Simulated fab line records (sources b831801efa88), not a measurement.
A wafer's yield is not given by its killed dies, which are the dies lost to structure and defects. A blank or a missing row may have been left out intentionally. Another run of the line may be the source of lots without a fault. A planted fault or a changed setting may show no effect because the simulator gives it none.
Struck lot and sound lot, side by side | flow sky130 | 16 steps out of a route of 708
Sound: the wafers L721.2, L721.5, L721.6. Struck: wafer L725.5; the same lot's L725.2 was not struck, so it is left out; see the end for the cause.
Order at every step that has rows: each side's tool, ch and its chambers, its first start. Under that, the readings that differ: sound wafers | struck wafers | difference of the means | sigmas: that difference in standard deviations of wafers without a fault.
alike: a reading whose means differ by less than 2 such deviations, as well as words and numbers matching on both sides. not compared: withheld readings; readings where some wafer has no value; bounds like >300 that might hide an equal value; numbers whose values overlap and for which the record gives no deviation.
The two part at a step that has a row with sigmas, a row that says differs or no value, or rows on one side only. Non-overlapping numbers with no deviation appear without sigmas and do not part them. A reading missing from all wafers of one side parts the sides only when that side holds two or more wafers.

first, 2 steps without rows for these wafers: SKY_CONTACT_PEB_12; SKY_CONTACT_DEVELOP_13 (develop time 60 s).
SKY_CONTACT_CD_MEAS_14: target cd 170 nm.
  struck on cd sem-01, day 37 12:17; sound on cd sem-02, day 36 06:10
  reading    | sound             | struck | difference | sigmas
  cd nm (nm) | 168.4 169.6 170.4 | 166.1  | -3.4       | -2
SKY_CONTACT_OVL_MEAS_15:
  struck on overlay-01, day 37 12:23; sound on overlay-01, day 36 06:16
  reading          | sound  | struck | difference | sigmas
  CONTACT_OVL (nm) | 2 2 -4 | 13     | +13        | +2
SKY_CONTACT_ETCH_16: etches BARC in N2/H2, stops on SiO2, time 45.9 s, target depth 60 nm.
  sound on rie diel-03 ch 0,1,3, day 36 06:18; struck on rie diel-04 ch 1, day 37 12:25
  alike: drypump motor current A, oes product au, throttle valve pct
  not compared: rf hours counter h
SKY_CONTACT_ETCH_17: etches SiO2 in C4F8/O2/Ar, stops on Si3N4, target depth 340 nm.
  sound on rie diel-03 ch 0,1,3, day 36 06:20; struck on rie diel-04 ch 1, day 37 12:28
  alike: oes product au
then, 1 step without rows for these wafers: SKY_CONTACT_ETCH_18 (etches Si3N4 in CHF3/O2, stops on TiN, time 39 s, target depth 75 nm).
SKY_CONTACT_STRIP_19: strips in O2/N2.
  sound on plasma asher-02 ch 0,1, day 36 06:26; struck on plasma asher-01 ch 1, day 37 12:33
  alike: drypump motor current A, oes product au, strip time to endpoint s
  not compared: rf hours counter h
then, 3 steps without rows for these wafers: SKY_CONTACT_STRIP_20 (strips in post etch residue remover, time 1200 s); SKY_CONTACT_CLEAN_21 (cleans in IPA, time 180 s); SKY_CONTACT_CLEAN_22 (cleans in O3/DIW).
SKY_CONTACT_SPUTTER_23: material TiN, target thk 20 nm, time 80 s.
  struck on pvd sputter-04, day 37 13:10; sound on pvd sputter-02, day 36 07:02
  alike: throttle valve pct
SKY_CONTACT_CVD_24: deposits W, target thk 340 nm, time 102.12 s.
  sound on cvd w-01 ch 0,1, day 36 07:05; struck on cvd w-01 ch 1, day 37 13:14
  reading                               | sound           | struck | difference | sigmas
  model.W_of_CONTACT_CVD_24.thk nm (nm) | 338.3 340.2 338 | 309.7  | -29.1      |
  alike: heater power w
SKY_CONTACT_RS_MEAS_25: uses a four-point probe to measure.
  struck on film metro-02, day 37 13:22; sound on film metro-04, day 36 07:13
  reading               | sound             | struck | difference | sigmas
  CONTACT_W_RS (ohm/sq) | 0.340 0.337 0.339 | 0.371  | +0.032     | +8
SKY_CONTACT_THK_MEAS_26: measures by xrf.
  struck on film metro-02, day 37 13:28; sound on film metro-04, day 36 07:20
  reading            | sound       | struck | difference | sigmas
  CONTACT_W_THK (nm) | 350 352 348 | 331    | -19        | -3
SKY_CONTACT_CMP_27: polishes, stops on SiO2, t overpolish 15 s, target thk 0 nm.
  sound on cmp-01 ch 1,2, day 36 07:26; struck on cmp-02 ch 0, day 37 13:34
  alike: motor current A

== WHERE THEY PART ==
Last at SKY_CONTACT_THK_MEAS_26 as far as this record goes, first at SKY_CONTACT_CD_MEAS_14. Later steps at which nothing parts them and some readings are alike: SKY_CONTACT_CMP_27.

WHY: whatever the simulator had introduced
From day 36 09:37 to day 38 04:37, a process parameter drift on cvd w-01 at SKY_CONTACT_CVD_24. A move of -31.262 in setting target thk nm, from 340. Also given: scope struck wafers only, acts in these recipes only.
